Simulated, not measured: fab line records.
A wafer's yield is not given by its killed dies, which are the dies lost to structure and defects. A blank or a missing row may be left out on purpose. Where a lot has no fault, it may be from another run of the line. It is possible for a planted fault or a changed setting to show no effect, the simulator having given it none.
Which tool is to blame? ; flow gf180mcu ; 6 lots with 17 wafers sampled at 3 steps, on a route of 602 steps

## WHAT THE GAUGES READ, wafer by wafer
GF_STI_THK_MEAS_30.
lot;measured;on;STI_OXIDATION_02_THK (nm)
L140;day 3 00:05;film-metro-04;10.05 9.79 9.84
L142;day 3 08:22;film-metro-03;10.05 10.01 10.14
L145;day 4 00:28;film-metro-01;10.16 10.06 10.06
L148;day 4 15:26;film-metro-04;10.00 9.98 10.09
L151;day 5 06:52;film-metro-01;9.94 10.06
L159;day 7 00:44;film-metro-03;10.27 10.05 10.10

## WHICH TOOL RAN EACH LOT (tool, then ch and the chambers of the sampled wafers, then the start)
lot;GF_STI_ETCH_13;GF_STI_STRIP_15
L140;rie-diel-03 ch 1,2, day 2 16:13;plasma-asher-02 ch 0,1, day 2 16:22
L142;rie-diel-02 ch 0,1,3, day 3 03:22;plasma-asher-01 ch 0, day 3 03:31
L145;rie-diel-02 ch 0,2, day 3 20:13;plasma-asher-01 ch 0,1, day 3 20:22
L148;rie-diel-03 ch 0,1,3, day 4 11:04;plasma-asher-04 ch 0,1, day 4 11:12
L151;rie-diel-03 ch 0,1, day 5 02:13;plasma-asher-02 ch 1, day 5 02:22
L159;rie-diel-02 ch 0,2,3, day 6 19:11;plasma-asher-01 ch 0,1, day 6 19:20
- GF_STI_ETCH_13: etches the open film in CHF3/O2, stops on Si, target depth 282.31 nm, time 112.9 s.
- GF_STI_STRIP_15: strips in O2/N2.

## THE ANSWER, worked out from the rows above alone
Rule: usual is defined by the lots themselves. Put in order of their means at a reading, lots are off if they are a third of the lots or fewer, leave a main group of 4 or more, and stand apart from it by a gap of 3 or more times the standard deviation of the main group's means; of several such gaps the widest counts. Not used: any main group whose means are identical at the precision the tables above print for the reading. Also off: a lot with no number at a reading for which 4 or more lots have one. Any other lot the step has rows for is counted as sound.
Across all readings shown, no lot is off: no conclusion can be drawn from this.

## WHAT HAD BEEN PUT IN BY THE SIMULATOR
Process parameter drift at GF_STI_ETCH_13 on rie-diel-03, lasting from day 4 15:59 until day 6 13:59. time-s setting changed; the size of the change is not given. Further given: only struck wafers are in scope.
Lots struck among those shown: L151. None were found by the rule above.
